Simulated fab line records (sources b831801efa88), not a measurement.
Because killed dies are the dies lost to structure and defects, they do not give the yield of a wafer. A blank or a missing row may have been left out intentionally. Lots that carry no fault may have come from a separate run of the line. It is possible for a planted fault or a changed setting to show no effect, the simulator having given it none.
Chamber matching ; flow gf180mcu ; 3 sister chambers for GF_V4_CMP_04 on cmp-02
The step polishes SiO2. 6 wafers are shown with their chamber, then 5 later ones without.

WAFERS, EACH WITH ITS CHAMBER
wafer;chamber;motor current A (A);time to endpoint s (s)
L579.1;3;12.2;84
L582.2;3;12.6;80
L582.5;1;13.4;87
L582.6;2;12.9;86
L583.2;2;13.2;78
L583.3;1;13.4;77

WAFERS WHOSE CHAMBER IS MISSING
wafer;motor current A (A);time to endpoint s (s)
L583.6;13.5;79
L585.4;13.0;84
L585.6;12.3;89
L587.3;12.0;77
L587.5;13.9;81

EACH ONE'S CHAMBER
wafer;from the rows above;in truth
L583.6;can't be placed: 1 or 2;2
L585.4;can't be placed: 2 or 1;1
L585.6;3;3
L587.3;3;3
L587.5;can't be placed: 1 or 2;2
2 of 5 placed correctly. Not placeable from these rows: 3 (in 3, the candidates include the true chamber). 0 placed wrongly.
How it was worked out, from the rows above alone: a wafer's distance from a chamber is the root of the sum, over the readings, of the square of ((its reading less the chamber's mean) divided by the reading's scatter). If the next closest chamber is less than 2 further off than the closest, the wafer can't be placed; otherwise it belongs to the closest. Each chamber's mean is taken over the wafers shown for it. The scatter is the square root of a quotient: the sum, over the shown wafers, of each reading's squared deviation from its chamber's mean, divided by wafers minus chambers.
